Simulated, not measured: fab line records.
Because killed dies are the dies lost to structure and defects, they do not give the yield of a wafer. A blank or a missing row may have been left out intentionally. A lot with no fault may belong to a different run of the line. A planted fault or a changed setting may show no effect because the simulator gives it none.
Matching of chambers | flow sfq line | 4 sister chambers for SFQ_TRILAYER_I3_CMP_CMP_082 on cmp-02
The step polishes SiO2. 4 wafers are shown with their chamber, then 7 later ones without.

## WAFERS WITH THEIR CHAMBER
wafer  | chamber | motor current A (A)
L258.5 | 2       | 11.5
L262.4 | 0       | 8.6
L264.2 | 1       | 11.5
L264.3 | 3       | 9.4

## WAFERS MISSING THEIR CHAMBER
wafer  | motor current A (A)
L264.5 | 11.6
L268.3 | 8.6
L268.5 | 8.7
L268.6 | 9.3
L275.1 | 8.9
L275.4 | 9.2
L275.3 | 11.5

## THE CHAMBER EACH PASSED THROUGH
wafer  | from the rows above     | in truth
L264.5 | can't be placed: 1 or 2 | 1
L268.3 | 0                       | 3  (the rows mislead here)
L268.5 | 0                       | 0
L268.6 | 3                       | 3
L275.1 | can't be placed: 0 or 3 | 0
L275.4 | 3                       | 3
L275.3 | can't be placed: 1 or 2 | 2
Correct placement for 3 of the 7. Can't be placed from these rows: 3 (the true chamber is among the candidates in 3). Placed wrongly: 1.
How it was worked out, from the rows above alone: a wafer's distance from a chamber is the root of the sum, over the readings, of the square of ((its reading less the chamber's mean) divided by the reading's scatter). If the next closest chamber is less than 2 further off than the closest, the wafer can't be placed; otherwise it belongs to the closest. A chamber's mean is the mean of its shown wafers. The scatter: with one shown wafer a chamber, the root of the mean of the squares of how far each hidden wafer lies from its nearest shown one.
